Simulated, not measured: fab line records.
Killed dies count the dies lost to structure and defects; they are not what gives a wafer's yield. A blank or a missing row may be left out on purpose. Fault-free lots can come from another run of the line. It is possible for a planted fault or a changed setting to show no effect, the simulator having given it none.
A lot that was struck, set against a sound lot    flow sky130    17 steps out of a route of 708
Sound: wafers L650.1, L650.2, L650.6. Struck: wafer L639.1 (left out: L639.2, a lot-mate that was not struck); the cause follows at the end.
Per side, at each step with rows, come the tool, then ch with its chambers, and then its first start. Under that, the readings that differ: sound wafers    struck wafers    difference of the means    sigmas: that difference in standard deviations of wafers without a fault.
alike: same words and numbers on both sides, and readings whose means sit less than 2 such deviations apart. not compared: any withheld reading, any reading some wafer has no value for, any bound like >300 that may hide the same value, and any number with overlapping values for which the record gives no deviation.
The two part at a step that has a row with sigmas, a row that says differs or no value, or rows on one side only. Numbers that don't overlap but have no deviation are shown without sigmas and don't part them. A reading that every wafer of one side lacks parts them only if that side has two wafers or more.

SKY_GATE_OXIDE_TW_MEAS_14:
  struck on film-metro-02, day 17 07:07; sound on film-metro-02, day 21 06:18
reading        sound              struck  difference  sigmas
GATE_OXIDE_TW  224.1 224.4 225.1  221.8   -2.7        -2
then, 3 steps without rows for these wafers: SKY_GATE_OXIDE_CLEAN_15 (cleans in SC1/SC2, time 150 s); SKY_GATE_OXIDE_OXIDATION_16 (stabilise 600 s, purge 300 s, target thk 3.57 nm); SKY_POLY_GATE_CVD_00 (deposits poly-Si, target thk 180 nm, time 720 s).
SKY_POLY_GATE_THK_MEAS_01:
  struck on film-metro-04, day 17 11:30; sound on film-metro-04, day 21 10:31
  alike: POLY_GATE_CVD_00_THK
then, 7 steps without rows for these wafers: SKY_RES_PROTECT_DEHYDRATE_00 (time 60 s); SKY_RES_PROTECT_HMDS_01 (prime time 60 s); SKY_RES_PROTECT_COAT_02 (resist thk 1140 nm); SKY_RES_PROTECT_SOFTBAKE_03 (time 60 s); SKY_RES_PROTECT_EXPOSE_04 (exposes mask RPM, target cd 1270 nm); SKY_RES_PROTECT_PEB_05; SKY_RES_PROTECT_DEVELOP_06 (develop time 60 s).
SKY_POLY_GATE_IMPLANT_02:
  sound on implanter-04 ch 0, day 22 16:47; struck on implanter-04 ch 0, day 18 16:32
reading                           sound                       struck   difference  sigmas
beam-on-s (s)                     39 38 38                    55       +17         +5
end-station-pressure-torr (Torr)  1.02e-05 1.07e-05 1.01e-05  8.3e-06  -2.0e-06    -2
faraday-current-uA                10991 11272 11109           7819     -3305       -3
  alike: dose-ions-cm2
SKY_RES_PROTECT_STRIP_07: strips in O2/N2.
  sound on plasma-asher-03 ch 0,1, day 22 16:56; struck on plasma-asher-03 ch 1, day 18 16:41
reading                       sound              struck  difference  sigmas
oes-product-au (a.u.)         0.519 0.522 0.522  0.507   -0.014      -3
strip-time-to-endpoint-s (s)  23.25 23.29 23.26  24.77   +1.50       +34
  alike: drypump-motor-current-A, o2-flow-sccm
  not compared: rf-hours-counter-h
SKY_RES_PROTECT_TW_MEAS_08:
  struck on film-metro-03, day 18 16:47; sound on film-metro-04, day 22 17:02
reading       sound           struck  difference  sigmas
POLY_GATE_TW  4006 4015 4046  4188    +166        +5
then, 1 step without rows for these wafers: SKY_RES_PROTECT_CLEAN_09 (cleans in SC1/SC2, time 150 s).
-- a jump in the record: the struck wafers' starts before and after are 30 days apart (it breaks off in module RES_PROTECT and resumes in module PAD_OPEN, where the first step shown is number 708 of the route) --
SKY_PAD_OPEN_PROBE_99:
  struck on prober-01, day 48 12:35; sound on prober-01, day 50 16:10
reading                           sound              struck  difference  sigmas
killed_at_M4_up                   4 1 4              8       +5          +2
model.etest.res-poly.line-ohm-um  514.3 536.4 539.4  411.8   -118.2      
model.etest.licon-poly.rc-ohm     155.2 154 147.1    115.6   -36.5       
model.etest.res-poly.rs-ohm-sq    49.14 48.84 48.44  40.24   -8.57       
  alike: killed_at_M0_to_M3, killed-at-contacts, killed-at-front-end, killed-at-other, killed-dies, killed-open, killed-short

## WHERE THEY PART
First at SKY_GATE_OXIDE_TW_MEAS_14; last, within this record, at SKY_PAD_OPEN_PROBE_99.

WHY: whatever the simulator had introduced
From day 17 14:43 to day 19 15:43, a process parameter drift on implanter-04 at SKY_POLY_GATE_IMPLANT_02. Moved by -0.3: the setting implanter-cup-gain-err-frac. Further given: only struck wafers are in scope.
